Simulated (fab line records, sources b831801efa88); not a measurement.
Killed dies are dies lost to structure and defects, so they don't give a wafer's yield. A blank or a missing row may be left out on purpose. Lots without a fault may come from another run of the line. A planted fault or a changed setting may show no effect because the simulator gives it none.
fab line records | flow gf180mcu
record lots=5 wafers=15 last_day=34
route steps=602 shown V3@436 M4@456
lots that met no fault: from a run of the same line without faults
start_h: hours from the record's first day to the start of the lot's first wafer shown | wait_h: hours since the lot's step before | " the same as in the row above | L1.1+2: a row that stands for several wafers | - no value, or no start given | * or withheld: withheld | < > ~ a bound
route shown NAME@n: a module of which the file shows steps, and the number in the route of the first | usual: mean/standard deviation of fault-free wafers | same: alike in all rows | chamber/n: place in a boat | sites: the reading at each site | _std_site: their standard deviation | _edge_site: outer sites' mean less inner sites' | radius_mm: how far each site lies from the wafer's centre | mask NAME#n: copy n | behind: the tool/chamber that last shaped the wafer | hold: why the lot was held/for how many hours/how that ended | device: the transistor (n, p or np) that didn't switch | end of line: the same wafers' tests at the end of the route | a step without rows: its recipe alone | killed: dies lost to structure and defects at the first sort, not the wafer's yield | map: a wafer's dies, x killed, . not, _ none there
set.NAME: the setting as run; set.NAME@STEP: as run at that earlier step | model.NAME: the simulator's own value behind a step, which no gauge read
lots at some steps of the route; a table a step, a row a wafer
services: from which hour (start_h, from the record's first day; less than 0 if before it) a tool's chamber was out of use, for how many hours, and why
## steps
# step GF_V3_HMDS_07
# recipe prime_time_s=60 prime_temp_c=120
# usual chill_plate_temp_C=22.99/0.1 prime_temp_c=120.03/0.14
# columns lot.wafer tool chamber start_h wait_h chill_plate_temp_C prime_temp_c
L075.4 litho_track-02 0 511.31 0.1 23.20 119.99
L075.5 " 0 " " 23.04 119.93
L075.6 " 0 " " 22.98 119.91
L076.2 litho_track-02 0 529.36 0.1 22.88 120.25
L076.4 " 0 " " 23.00 120.16
L076.6 " 0 " " 22.66 120.11
L090.2 litho_track-01 0 634.36 0.1 23.17 119.98
L090.3 " 0 " " 22.96 120.03
L090.5 " 0 " " 22.99 120.05
L091.1 litho_track-02 0 642.39 0.1 22.92 120.09
L091.4 " 0 " " 23.24 119.98
L091.5 " 0 " " 23.04 120.12
L096.1 litho_track-01 0 674.68 0.1 23.06 120.03
L096.2 " 0 " " 23.06 119.95
L096.4 " 0 " " 23.06 119.94
# step GF_V3_COAT_08
# recipe resist=BARC temp_c=withheld time_s=withheld spin_rpm=withheld resist_thk_nm=withheld
# usual chill_plate_temp_C=*
# columns lot.wafer tool chamber start_h wait_h chill_plate_temp_C
L075.4 litho_track-02 0 511.46 0.1 *
L075.5 " 0 " " *
L075.6 " 0 " " *
L076.2 litho_track-02 0 529.51 0.1 *
L076.4 " 0 " " *
L076.6 " 0 " " *
L090.2 litho_track-01 0 634.51 0.1 *
L090.3 " 0 " " *
L090.5 " 0 " " *
L091.1 litho_track-02 0 642.54 0.1 *
L091.4 " 0 " " *
L091.5 " 0 " " *
L096.1 litho_track-01 0 674.83 0.1 *
L096.2 " 0 " " *
L096.4 " 0 " " *
# step GF_V3_COAT_09
# recipe resist=KrF spin_rpm=withheld resist_thk_nm=1000
# usual chill_plate_temp_C=22.97/0.1
# columns lot.wafer tool chamber start_h wait_h chill_plate_temp_C
L075.4 litho_track-02 0 - - 23.07
L075.5 " 0 " " 23.05
L075.6 " 0 " " 23.12
L076.2 litho_track-02 0 - - 22.99
L076.4 " 0 " " 22.89
L076.6 " 0 " " 22.91
L090.2 litho_track-01 0 - - 23.07
L090.3 " 0 " " 23.08
L090.5 " 0 " " 23.06
L091.1 litho_track-02 0 - - 22.93
L091.4 " 0 " " 23.01
L091.5 " 0 " " 22.84
L096.1 litho_track-01 0 - - 22.99
L096.2 " 0 " " 23.04
L096.4 " 0 " " 22.94
# step GF_V3_SOFTBAKE_10
# recipe temp_c=130 time_s=60 resist=KrF
# usual chill_plate_temp_C=22.98/0.096
# columns lot.wafer tool chamber start_h wait_h chill_plate_temp_C
L075.4 litho_track-02 0 - - 23.06
L075.5 " 0 " " 23.08
L075.6 " 0 " " 22.88
L076.2 litho_track-02 0 - - 22.84
L076.4 " 0 " " 22.82
L076.6 " 0 " " 23.01
L090.2 litho_track-01 0 - - 23.08
L090.3 " 0 " " 22.87
L090.5 " 0 " " 22.99
L091.1 litho_track-02 0 - - 22.93
L091.4 " 0 " " 22.93
L091.5 " 0 " " 22.93
L096.1 litho_track-01 0 - - 22.91
L096.2 " 0 " " 22.85
L096.4 " 0 " " 22.93
# step GF_V3_EXPOSE_11
# recipe mask_id=Via3 target_cd_nm=260 na=0.68 source_shape=conventional sigma_outer=0.6 dose_mj=38
# usual focus_offset_nm=-0.1/0.56
# columns lot.wafer tool chamber start_h wait_h mask focus_offset_nm
L075.4 krf_scanner-02 0 - - Via3#0 -0.4
L075.5 " 0 " " Via3#0 -1.1
L075.6 " 0 " " Via3#0 -0.7
L076.2 krf_scanner-01 0 - - Via3#0 0.4
L076.4 " 0 " " Via3#0 -0.3
L076.6 " 0 " " Via3#0 -0.7
L090.2 krf_scanner-01 0 - - Via3#0 -0.6
L090.3 " 0 " " Via3#0 -0.2
L090.5 " 0 " " Via3#0 -0.1
L091.1 krf_scanner-02 0 - - Via3#0 -0.1
L091.4 " 0 " " Via3#0 -0.1
L091.5 " 0 " " Via3#0 -0.2
L096.1 krf_scanner-02 0 - - Via3#0 0.2
L096.2 " 0 " " Via3#0 -0.7
L096.4 " 0 " " Via3#0 -0.1
# step GF_V3_PEB_12
# recipe peb_temp_c=135 peb_time_s=90 resist=KrF
# usual chill_plate_temp_C=23.02/0.1
# columns lot.wafer tool chamber start_h wait_h chill_plate_temp_C
L075.4 litho_track-01 0 - - 23.13
L075.5 " 0 " " 22.97
L075.6 " 0 " " 23.05
L076.2 litho_track-02 0 - - 22.95
L076.4 " 0 " " 23.00
L076.6 " 0 " " 22.93
L090.2 litho_track-04 0 - - 23.01
L090.3 " 0 " " 22.91
L090.5 " 0 " " 22.97
L091.1 litho_track-04 0 - - 23.07
L091.4 " 0 " " 23.17
L091.5 " 0 " " 23.13
L096.1 litho_track-04 0 - - 22.98
L096.2 " 0 " " 23.08
L096.4 " 0 " " 23.18
# step GF_V3_DEVELOP_13
# recipe develop_time_s=60 resist=KrF dev_temp_c=21
# usual chill_plate_temp_C=23.01/0.11
# columns lot.wafer tool chamber start_h wait_h chill_plate_temp_C
L075.4 litho_track-01 0 523.31 0.1 23.05
L075.5 " 0 " " 23.13
L075.6 " 0 " " 23.08
L076.2 litho_track-02 0 540.96 0.2 22.94
L076.4 " 0 " " 23.00
L076.6 " 0 " " 23.12
L090.2 litho_track-04 0 645.00 0.2 23.05
L090.3 " 0 " " 23.05
L090.5 " 0 " " 23.10
L091.1 litho_track-04 0 651.98 0.2 23.04
L091.4 " 0 " " 23.12
L091.5 " 0 " " 22.99
L096.1 litho_track-04 0 684.93 0.2 22.80
L096.2 " 0 " " 22.85
L096.4 " 0 " " 22.95
# step GF_V3_CD_MEAS_14
# recipe target_cd_nm=260
# usual cd_nm=259.8/1.3
# columns lot.wafer tool chamber start_h wait_h cd_nm
L075.4 cd_sem-02 - 523.44 0.1 258.4
L075.5 " - " " 259.1
L075.6 " - " " 258.6
L076.2 cd_sem-01 - 541.11 0.1 259.2
L076.4 " - " " 258.3
L076.6 " - " " 258.4
L090.2 cd_sem-02 - 645.15 0.1 259.0
L090.3 " - " " 258.9
L090.5 " - " " 259.3
L091.1 cd_sem-01 - 652.13 0.1 260.4
L091.4 " - " " 259.5
L091.5 " - " " 260.1
L096.1 cd_sem-01 - 685.10 0.1 260.7
L096.2 " - " " 261.0
L096.4 " - " " 261.9
# step GF_V3_OVL_MEAS_15
# usual V3_OVL=-4/6.6
# columns lot.wafer tool chamber start_h wait_h V3_OVL[nm]
L075.4 overlay-02 - 523.52 0.1 6
L075.5 " - " " 1
L075.6 " - " " -3
L076.2 overlay-02 - 541.21 0.1 4
L076.4 " - " " 8
L076.6 " - " " 7
L090.2 overlay-01 - 645.25 0.1 -13
L090.3 " - " " -10
L090.5 " - " " -13
L091.1 overlay-02 - 652.25 0.1 -4
L091.4 " - " " 5
L091.5 " - " " 4
L096.1 overlay-02 - 685.22 0.1 3
L096.2 " - " " -9
L096.4 " - " " -4
# step GF_V3_ETCH_16
# recipe chemistry=N2/H2 target_depth_a=withheld overetch_a=withheld time_s=withheld target=BARC ion_energy_ev=200 source_w=500 bias_w=100 pressure_mtorr=30 n2_flow_sccm=100 h2_flow_sccm=200
# usual drypump_motor_current_A=5.6/0.49 oes_product_au=0.854/0.0048 throttle_valve_pct=13.224/0.0088
# columns lot.wafer tool chamber start_h wait_h drypump_motor_current_A oes_product_au throttle_valve_pct
L075.4 rie_diel-04 0 523.56 0.0 6.1 0.862 13.239
L075.5 " 2 " " 4.8 0.857 13.228
L075.6 " 3 " " 4.8 0.858 13.229
L076.2 rie_diel-04 2 541.24 0.0 4.8 0.851 13.220
L076.4 " 2 " " 4.8 0.857 13.233
L076.6 " 3 " " 4.7 0.860 13.226
L090.2 rie_diel-04 0 645.28 0.0 6.1 0.845 13.231
L090.3 " 1 " " 6.5 0.853 13.213
L090.5 " 3 " " 4.7 0.858 13.241
L091.1 rie_diel-03 3 652.28 0.0 5.7 0.853 13.210
L091.4 " 1 " " 5.7 0.845 13.229
L091.5 " 1 " " 5.8 0.849 13.238
L096.1 rie_diel-04 3 685.26 0.0 4.8 0.852 13.219
L096.2 " 2 " " 4.8 0.859 13.217
L096.4 " 1 " " 6.5 0.855 13.220
# step GF_V3_ETCH_17
# recipe chemistry=C4F8/O2/Ar mask_material=KrF target=SiO2 stop_on=TiN source_w=1500 bias_w=1200 pressure_mtorr=40 c4f8_flow_sccm=withheld O2_flow_sccm=6 Ar_flow_sccm=300 time_s=withheld target_depth_a=6350
# usual oes_product_au=0.856/0.0044
# columns lot.wafer tool chamber start_h wait_h oes_product_au
L075.4 rie_diel-04 0 - - 0.858
L075.5 " 2 " " 0.860
L075.6 " 3 " " 0.845
L076.2 rie_diel-04 2 - - 0.846
L076.4 " 2 " " 0.858
L076.6 " 3 " " 0.861
L090.2 rie_diel-04 0 - - 0.859
L090.3 " 1 " " 0.856
L090.5 " 3 " " 0.852
L091.1 rie_diel-03 3 - - 0.859
L091.4 " 1 " " 0.852
L091.5 " 1 " " 0.850
L096.1 rie_diel-04 3 - - 0.855
L096.2 " 2 " " 0.857
L096.4 " 1 " " 0.858
# step GF_V3_STRIP_18
# recipe chemistry=O2/N2 power_w=1400 pressure_mtorr=1500 platen_temp_c=250 o2_flow_sccm=3000 n2_flow_sccm=300 overash_fraction=0.5
# usual drypump_motor_current_A=5.8/0.52 heater_power_w=333/32 oes_product_au=0.592/0.0053
# columns lot.wafer tool chamber start_h wait_h drypump_motor_current_A heater_power_w oes_product_au rf_hours_counter_h
L075.4 plasma_asher-04 0 523.70 - 5.8 322 0.586 -
L075.5 " 0 " " 5.9 325 0.597 -
L075.6 " 1 " " 6.6 294 0.588 -
L076.2 plasma_asher-02 0 541.37 - 6.2 343 0.582 47
L076.4 " 1 " " 5.2 320 0.592 -
L076.6 " 1 " " 5.2 321 0.589 -
L090.2 plasma_asher-01 0 645.41 - 5.1 410 0.594 24
L090.3 " 0 " " 5.1 413 0.594 -
L090.5 " 0 " " 5.1 396 0.594 -
L091.1 plasma_asher-01 1 652.41 - 5.7 332 0.581 25
L091.4 " 1 " " 5.7 315 0.591 -
L091.5 " 1 " " 5.7 321 0.596 -
L096.1 plasma_asher-02 0 685.39 - 6.2 353 0.597 57
L096.2 " 1 " " 5.2 324 0.584 57
L096.4 " 1 " " 5.2 317 0.595 -
# step GF_V3_STRIP_19
# recipe chemistry=post_etch_residue_remover time_s=1200 temp_c=72.5
# columns lot.wafer tool chamber start_h wait_h
L075.4+5+6 wet_bench-04 3 523.77 0.0
L076.2+4+6 wet_bench-01 1 541.47 0.1
L090.2+3+5 wet_bench-02 3 645.51 0.1
L091.1+4+5 wet_bench-02 1 652.51 0.1
L096.1+2+4 wet_bench-02 2 685.49 0.1
# step GF_V3_CLEAN_20
# recipe chemistry=DIW dry=n2_spin
# columns lot.wafer tool chamber start_h wait_h
L075.4+5+6 wet_bench-01 2 524.11 0.0
L076.2+4+6 wet_bench-02 1 541.84 0.0
L090.2+3+5 wet_bench-01 1 645.85 0.0
L091.1+4+5 wet_bench-04 1 652.85 0.0
L096.1+2+4 wet_bench-04 2 685.83 0.0
# step GF_V3_SPUTTER_21
# recipe material=Ti target_thk_nm=15 chamber_pressure_pa=5 power_w=2500 substrate_temp_c=200 time_s=80.02
# usual throttle_valve_pct=30.5/1
# columns lot.wafer tool chamber start_h wait_h throttle_valve_pct
L075.4 pvd_sputter-03 - 524.20 0.0 31.7
L075.5 " - " " 30.9
L075.6 " - " " 30.9
L076.2 pvd_sputter-04 - 541.94 0.0 31.1
L076.4 " - " " 29.8
L076.6 " - " " 29.6
L090.2 pvd_sputter-03 - 645.95 0.0 28.8
L090.3 " - " " 30.8
L090.5 " - " " 30.7
L091.1 pvd_sputter-04 - 652.95 0.0 30.7
L091.4 " - " " 31.0
L091.5 " - " " 31.3
L096.1 pvd_sputter-03 - 685.93 0.0 28.6
L096.2 " - " " 31.2
L096.4 " - " " 30.7
# step GF_V3_SPUTTER_22
# recipe material=TiN target_thk_nm=10 chamber_pressure_pa=5 power_w=4000 time_s=40
# usual throttle_valve_pct=30.5/1
# columns lot.wafer tool chamber start_h wait_h throttle_valve_pct
L075.4 pvd_sputter-03 - 524.26 0.0 32.0
L075.5 " - " " 30.8
L075.6 " - " " 30.7
L076.2 pvd_sputter-04 - 542.01 0.0 31.0
L076.4 " - " " 30.0
L076.6 " - " " 29.6
L090.2 pvd_sputter-03 - 646.01 0.0 28.5
L090.3 " - " " 30.8
L090.5 " - " " 30.7
L091.1 pvd_sputter-04 - 653.01 0.0 30.8
L091.4 " - " " 30.9
L091.5 " - " " 31.1
L096.1 pvd_sputter-03 - 685.99 0.0 28.6
L096.2 " - " " 30.8
L096.4 " - " " 30.9
# step GF_V3_CVD_23
# recipe material=W target_thk_nm=350 time_s=104.9 temp_c=402.4 pressure_torr=40
# usual heater_power_w=908/68
# columns lot.wafer tool chamber start_h wait_h heater_power_w
L075.4 cvd_w-01 1 524.34 0.1 927
L075.5 " 0 " " 893
L075.6 " 1 " " 905
L076.2 cvd_w-02 0 542.08 0.1 996
L076.4 " 0 " " 1032
L076.6 " 0 " " 1002
L090.2 cvd_w-01 1 646.05 0.0 888
L090.3 " 1 " " 929
L090.5 " 0 " " 885
L091.1 cvd_w-01 0 653.05 0.0 902
L091.4 " 1 " " 924
L091.5 " 1 " " 918
L096.1 cvd_w-01 1 686.03 0.0 909
L096.2 " 0 " " 896
L096.4 " 1 " " 922
# step GF_V3_RS_MEAS_24
# recipe thk_meas_gauge=four-point-probe reads=W_of_V3_CVD_23+TiN_of_V3_SPUTTER_22+Ti_of_V3_SPUTTER_21
# usual V3_W_RS=0.314/0.0032
# columns lot.wafer tool chamber start_h wait_h V3_W_RS[ohm/sq]
L075.4 film_metro-02 - 524.48 0.1 0.306
L075.5 " - " " 0.315
L075.6 " - " " 0.310
L076.2 film_metro-02 - 542.29 0.2 0.316
L076.4 " - " " 0.315
L076.6 " - " " 0.319
L090.2 film_metro-01 - 646.18 0.1 0.314
L090.3 " - " " 0.309
L090.5 " - " " 0.316
L091.1 film_metro-03 - 653.16 0.1 0.314
L091.4 " - " " 0.310
L091.5 " - " " 0.312
L096.1 film_metro-01 - 686.14 0.1 0.310
L096.2 " - " " 0.315
L096.4 " - " " 0.312
# step GF_V3_THK_MEAS_25
# recipe thk_meas_gauge=xrf reads=W_of_V3_CVD_23
# usual V3_W_THK=347/4
# columns lot.wafer tool chamber start_h wait_h V3_W_THK[nm]
L075.4 film_metro-02 - 524.57 0.1 357
L075.5 " - " " 348
L075.6 " - " " 353
L076.2 film_metro-02 - 542.40 0.1 350
L076.4 " - " " 353
L076.6 " - " " 345
L090.2 film_metro-01 - 646.29 0.1 343
L090.3 " - " " 350
L090.5 " - " " 341
L091.1 film_metro-03 - 653.28 0.1 345
L091.4 " - " " 349
L091.5 " - " " 347
L096.1 film_metro-01 - 686.26 0.1 353
L096.2 " - " " 345
L096.4 " - " " 349
# step GF_V3_CMP_26
# recipe stop_on=SiO2 down_force_psi=3.5 platen_rpm=60 t_overpolish_s=15 target_thk_nm=0 pad_velocity_m_s=0.94248
# usual motor_current_A=11.1/1.1 overpolish_run_s=15.000/0.0086 platen_rpm=60.00/0.042 time_to_endpoint_s=88/3.6
# columns lot.wafer tool chamber start_h wait_h motor_current_A overpolish_run_s platen_rpm time_to_endpoint_s
L075.4 cmp-02 2 524.75 0.2 10.8 15.015 59.96 92
L075.6 " 3 " " 9.2 15.016 60.00 93
L075.5 " 0 " " 10.9 14.993 60.00 89
L076.4 cmp-01 3 542.50 0.1 12.0 14.985 60.01 87
L076.2 " 0 " " 12.2 14.998 60.08 83
L076.6 " 3 " " 11.7 15.006 60.00 88
L090.2 cmp-02 1 646.44 0.1 11.2 14.988 59.93 90
L090.3 " 2 " " 10.2 15.009 60.05 95
L090.5 " 3 " " 9.6 14.999 60.01 92
L091.1 cmp-02 0 653.39 0.1 9.8 15.013 60.05 90
L091.4 " 2 " " 10.3 15.007 59.98 90
L091.5 " 3 " " 9.9 14.980 60.00 92
L096.2 cmp-01 2 686.32 0.0 11.5 15.011 60.01 85
L096.1 " 0 " " 12.4 15.000 59.93 84
L096.4 " 1 " " 10.5 15.006 60.05 85
# step GF_M4_SPUTTER_00
# recipe material=Ti target_thk_nm=37.5 arriving_ion_energy_ev=80 substrate_temp_c=200 chamber_pressure_pa=2 power_w=4000 time_s=150
# usual throttle_valve_pct=29.7/1.5
# columns lot.wafer tool chamber start_h wait_h throttle_valve_pct
L075.4 pvd_sputter-04 - 524.90 0.1 30.1
L075.5 " - " " 29.7
L075.6 " - " " 31.1
L076.2 pvd_sputter-01 - 542.75 0.1 28.0
L076.4 " - " " 26.6
L076.6 " - " " 28.0
L090.2 pvd_sputter-04 - 646.64 0.1 31.4
L090.3 " - " " 31.0
L090.5 " - " " 29.7
L091.1 pvd_sputter-01 - 653.64 0.2 27.9
L091.4 " - " " 30.6
L091.5 " - " " 27.4
L096.1 pvd_sputter-01 - 686.62 0.1 27.7
L096.2 " - " " 26.8
L096.4 " - " " 30.9
# step GF_M4_SPUTTER_01
# recipe material=TiN target_thk_nm=30 power_w=6500 time_s=25 chamber_pressure_pa=0.4
# usual throttle_valve_pct=29.6/1.5
# columns lot.wafer tool chamber start_h wait_h throttle_valve_pct
L075.4 pvd_sputter-04 - 525.00 0.1 29.8
L075.5 " - " " 29.7
L075.6 " - " " 31.4
L076.2 pvd_sputter-01 - 542.85 0.1 27.7
L076.4 " - " " 26.8
L076.6 " - " " 27.7
L090.2 pvd_sputter-04 - 646.74 0.1 31.2
L090.3 " - " " 31.1
L090.5 " - " " 30.1
L091.1 pvd_sputter-01 - 653.74 0.1 28.0
L091.4 " - " " 30.9
L091.5 " - " " 27.8
L096.1 pvd_sputter-01 - 686.72 0.1 27.6
L096.2 " - " " 26.7
L096.4 " - " " 30.7
# step GF_M4_SPUTTER_02
# recipe material=AlCu target_thk_nm=450 power_w=10600 time_s=24.54 chamber_pressure_pa=0.4
# usual throttle_valve_pct=29.6/1.5
# columns lot.wafer tool chamber start_h wait_h throttle_valve_pct
L075.4 pvd_sputter-04 - 525.03 0.0 30.0
L075.5 " - " " 29.7
L075.6 " - " " 31.4
L076.2 pvd_sputter-01 - 542.88 0.0 27.8
L076.4 " - " " 26.5
L076.6 " - " " 27.7
L090.2 pvd_sputter-04 - 646.77 0.0 31.1
L090.3 " - " " 31.1
L090.5 " - " " 29.9
L091.1 pvd_sputter-01 - 653.77 0.0 27.9
L091.4 " - " " 30.8
L091.5 " - " " 27.7
L096.1 pvd_sputter-01 - 686.75 0.0 27.8
L096.2 " - " " 26.7
L096.4 " - " " 30.6
## services
# columns tool chamber start_h hours kind
rie_diel-03 0 498.29 7.1 repair
cmp-02 - 502.87 0.2 repair
plasma_asher-02 - 509.19 0.5 repair
krf_scanner-01 - 514.41 3.6 pm
cmp-01 - 517.65 3.3 pm
rie_diel-04 2 519.71 2.3 repair
pvd_sputter-03 - 548.91 1.0 repair
cvd_w-01 - 554.20 6.9 pm
pvd_sputter-04 - 554.22 10.8 repair
cmp-02 - 572.05 4.0 pm
pvd_sputter-03 - 576.12 0.5 repair
krf_scanner-02 - 577.56 4.0 pm
rie_diel-04 - 587.60 14.6 pm
rie_diel-04 3 608.42 5.7 repair
krf_scanner-02 - 611.96 1.0 pm
rie_diel-04 1 614.45 5.9 repair
krf_scanner-02 - 627.69 1.3 pm
wet_bench-01 - 633.48 1.5 repair
krf_scanner-02 - 651.92 0.8 pm
wet_bench-04 - 658.02 2.0 repair
cvd_w-01 - 661.01 1.2 repair
rie_diel-04 - 675.43 0.9 repair
wet_bench-01 - 678.68 4.7 repair
cvd_w-01 - 680.63 2.8 pm
## key
fault none
